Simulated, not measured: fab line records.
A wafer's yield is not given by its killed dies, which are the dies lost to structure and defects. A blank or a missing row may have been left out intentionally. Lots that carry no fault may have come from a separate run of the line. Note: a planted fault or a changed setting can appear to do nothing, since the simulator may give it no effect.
What tool caused it? | flow gf180mcu | 33 wafers from 11 lots sampled at 5 of the route's 602 steps

## WHAT EACH GAUGE READ, for each wafer
GF_HV_LDD_THK_MEAS_55. Usual: HV_LDD_CVD_54_THK 10.00 nm, standard deviation 0.1.
lot  | measured     | on           | HV_LDD_CVD_54_THK (nm) | flag
L979 | day 13 11:35 | filmMetro-04 | 9.80 9.87 9.88         | 
L982 | day 14 09:23 | filmMetro-04 | 9.85 10.08 9.96        | 
L983 | day 14 18:34 | filmMetro-04 | 10.07 10.22 10.05      | 
L984 | day 15 04:22 | filmMetro-02 | 9.88 10.03 9.94        | 
L985 | day 15 17:39 | filmMetro-03 | 9.95 10.00 9.90        | 
L987 | day 16 03:52 | filmMetro-02 | 10.15 9.93 10.01       | 
L989 | day 16 19:19 | filmMetro-04 | 10.12 10.30 10.21      | 
L990 | day 17 07:11 | filmMetro-03 | 10.04 9.89 9.83        | 
L992 | day 18 02:31 | filmMetro-03 | 9.96 10.02 10.01       | 
L998 | day 20 00:02 | filmMetro-04 | 10.19 10.09 10.01      | 
L999 | day 20 03:19 | filmMetro-03 | 10.04 10.24 9.97       | 

GF_PSD_RS_MEAS_14: measurement is done with a four-point probe. Usual: NSD_RS 46.58 ohm/sq, standard deviation 0.1.
lot  | measured     | on           | NSD_RS (ohm/sq)   | flag
L979 | day 15 07:26 | filmMetro-01 | 46.59 46.73 46.62 | 
L982 | day 16 06:56 | filmMetro-01 | 46.75 46.75 46.60 | 
L983 | day 16 16:39 | filmMetro-01 | 46.70 46.67 46.81 | 
L984 | day 17 03:07 | filmMetro-04 | 46.38 46.47 46.29 | 
L985 | day 17 17:21 | filmMetro-03 | 46.53 46.52 46.58 | 
L987 | day 18 04:07 | filmMetro-01 | 46.61 46.58 46.67 | 
L989 | day 18 19:49 | filmMetro-01 | 47.28 47.24 47.36 | OFF
L990 | day 19 09:05 | filmMetro-01 | 46.61 46.47 46.65 | 
L992 | day 20 05:39 | filmMetro-03 | 47.31 47.30 47.20 | OFF
L998 | day 22 02:29 | filmMetro-03 | 46.49 46.57 46.57 | 
L999 | day 22 05:22 | filmMetro-03 | 46.62 46.61 46.69 | 

## TOOL THAT RAN EACH LOT (tool first, then ch and the chambers of the sampled wafers, then the start)
lot  | GF_HV_LDD_STRIP_22                  | GF_NSD_IMPLANT_10               | GF_NSD_STRIP_11
L979 | plasmaAsher-04 ch 0,1, day 11 16:37 | implanter-01 ch 0, day 14 09:58 | plasmaAsher-01 ch 0,1, day 14 10:07
L982 | plasmaAsher-04 ch 0,1, day 12 13:45 | implanter-04 ch 0, day 15 08:11 | plasmaAsher-03 ch 0,1, day 15 08:18
L983 | plasmaAsher-02 ch 0,1, day 12 23:08 | implanter-01 ch 0, day 15 18:01 | plasmaAsher-02 ch 0,1, day 15 18:09
L984 | plasmaAsher-02 ch 0,1, day 13 07:22 | implanter-03 ch 0, day 16 03:44 | plasmaAsher-03 ch 0,1, day 16 03:53
L985 | plasmaAsher-03 ch 0,1, day 13 21:12 | implanter-01 ch 0, day 16 17:37 | plasmaAsher-02 ch 0,1, day 16 17:45
L987 | plasmaAsher-02 ch 0,1, day 14 05:44 | implanter-03 ch 0, day 17 03:54 | plasmaAsher-03 ch 0,1, day 17 04:00
L989 | plasmaAsher-02 ch 0,1, day 14 21:21 | implanter-03 ch 0, day 17 20:31 | plasmaAsher-01 ch 0,1, day 17 20:40
L990 | plasmaAsher-03 ch 0, day 15 08:49   | implanter-01 ch 0, day 18 07:46 | plasmaAsher-03 ch 0, day 18 07:54
L992 | plasmaAsher-04 ch 0,1, day 16 02:31 | implanter-03 ch 0, day 19 04:29 | plasmaAsher-01 ch 0,1, day 19 04:38
L998 | plasmaAsher-04 ch 0,1, day 17 21:25 | implanter-01 ch 0, day 21 01:55 | plasmaAsher-02 ch 1, day 21 02:03
L999 | plasmaAsher-02 ch 0,1, day 18 00:48 | implanter-01 ch 0, day 21 05:28 | plasmaAsher-02 ch 1, day 21 05:37
- GF_HV_LDD_STRIP_22: strips in O2/N2.
- GF_NSD_IMPLANT_10
- GF_NSD_STRIP_11: strips in O2/N2.

## WHAT THE TOOLS THEMSELVES READ (means of the sampled wafers that have a number; where no wafer has one, the mark that the record gives instead)
GF_HV_LDD_STRIP_22. Usual: drypumpMotorCurrentA 5.9 A, standard deviation 0.33; heaterPowerW 320 W, standard deviation 30; oesProductAu 0.715 a.u., standard deviation 0.005; stripTimeToEndpointS 12.62 s, standard deviation 0.031.
lot  | tool           | drypumpMotorCurrentA (A) | heaterPowerW (W) | oesProductAu (a.u.) | stripTimeToEndpointS (s) | flag
L979 | plasmaAsher-04 | 6.1                      | 311              | 0.720               | 12.65                    | 
L982 | plasmaAsher-04 | 5.8                      | 311              | 0.714               | 12.63                    | 
L983 | plasmaAsher-02 | 6.0                      | 330              | 0.713               | 12.61                    | 
L984 | plasmaAsher-02 | 6.0                      | 310              | 0.717               | 12.65                    | 
L985 | plasmaAsher-03 | 5.5                      | 343              | 0.718               | 12.57                    | 
L987 | plasmaAsher-02 | 6.0                      | 329              | 0.714               | 12.61                    | 
L989 | plasmaAsher-02 | 6.0                      | 330              | 0.710               | 12.60                    | 
L990 | plasmaAsher-03 | 5.5                      | 376              | 0.717               | 12.62                    | 
L992 | plasmaAsher-04 | 6.1                      | 313              | 0.717               | 12.63                    | 
L998 | plasmaAsher-04 | 6.1                      | 317              | 0.721               | 12.63                    | 
L999 | plasmaAsher-02 | 6.0                      | 327              | 0.714               | 12.63                    | 

GF_NSD_IMPLANT_10. Usual: beamEnergyKeV 40.000, standard deviation 0.012; beamOnS 9.99 s, standard deviation 0.2; doseIonsCm2 5.001e+14, standard deviation 6e+11.
lot  | tool         | beamEnergyKeV | beamOnS (s) | doseIonsCm2 | flag
L979 | implanter-01 | 40.001        | 9.93        | 4.999e+14   | 
L982 | implanter-04 | 40.004        | 9.77        | 5.005e+14   | 
L983 | implanter-01 | 40.009        | 9.85        | 4.998e+14   | 
L984 | implanter-03 | 39.996        | 10.04       | 4.995e+14   | 
L985 | implanter-01 | 39.990        | 10.19       | 4.999e+14   | 
L987 | implanter-03 | 40.006        | 10.04       | 4.998e+14   | 
L989 | implanter-03 | 35.325        | 9.86        | 5.002e+14   | OFF
L990 | implanter-01 | 40.026        | 9.89        | 4.999e+14   | 
L992 | implanter-03 | 35.333        | 9.86        | 4.998e+14   | OFF
L998 | implanter-01 | 39.976        | 9.96        | 5.001e+14   | 
L999 | implanter-01 | 40.002        | 9.86        | 4.990e+14   | 

GF_NSD_STRIP_11. Usual: drypumpMotorCurrentA 5.78 A, standard deviation 0.28; heaterPowerW 324 W, standard deviation 36; oesProductAu 0.488 a.u., standard deviation 0.0044; stripTimeToEndpointS 23.07 s, standard deviation 0.034.
lot  | tool           | drypumpMotorCurrentA (A) | heaterPowerW (W) | oesProductAu (a.u.) | stripTimeToEndpointS (s) | flag
L979 | plasmaAsher-01 | 6.03                     | 318              | 0.488               | 23.05                    | 
L982 | plasmaAsher-03 | 5.46                     | 322              | 0.492               | 23.08                    | 
L983 | plasmaAsher-02 | 5.97                     | 329              | 0.489               | 23.12                    | 
L984 | plasmaAsher-03 | 5.47                     | 348              | 0.485               | 23.07                    | 
L985 | plasmaAsher-02 | 6.00                     | 308              | 0.487               | 23.09                    | 
L987 | plasmaAsher-03 | 5.46                     | 317              | 0.487               | 23.08                    | 
L989 | plasmaAsher-01 | 6.11                     | 324              | 0.490               | 22.85                    | OFF
L990 | plasmaAsher-03 | 5.46                     | 377              | 0.488               | 23.12                    | 
L992 | plasmaAsher-01 | 6.06                     | 317              | 0.492               | 22.88                    | OFF
L998 | plasmaAsher-02 | 5.94                     | 353              | 0.484               | 23.00                    | 
L999 | plasmaAsher-02 | 5.98                     | 348              | 0.485               | 23.07                    | 

## THE ANSWER, worked out from the rows above alone
Rule: lot off if the mean of its wafers having a number is beyond 3 standard deviations from the usual mean. A lot without any number at a reading at which 4 lots or more have one is off too. Where the step has rows for the other lots, those lots are counted as sound. After the gauges, taken in route order, come the tools' own readings; for these a lot's mean is taken, as printed above. The first step at which some lot is off is used, and at that step the reading that is off furthest; a lot without a number counts as furthest.
Off: L989, L992, seen at GF_PSD_RS_MEAS_14 (NSD_RS).
A tool fits if, at a process step before that reading, it ran every lot that is off, and no sound lot after the first of them. Not tried: the gauges at GF_PSD_RS_MEAS_14; whatever is off there is also off at GF_NSD_IMPLANT_10, on other tools, and gauge error can't account for it. This does not decide it: 2 tools fit, namely implanter-03 at GF_NSD_IMPLANT_10 and plasmaAsher-01 at GF_NSD_STRIP_11.

## WHAT WAS PUT IN BY THE SIMULATOR
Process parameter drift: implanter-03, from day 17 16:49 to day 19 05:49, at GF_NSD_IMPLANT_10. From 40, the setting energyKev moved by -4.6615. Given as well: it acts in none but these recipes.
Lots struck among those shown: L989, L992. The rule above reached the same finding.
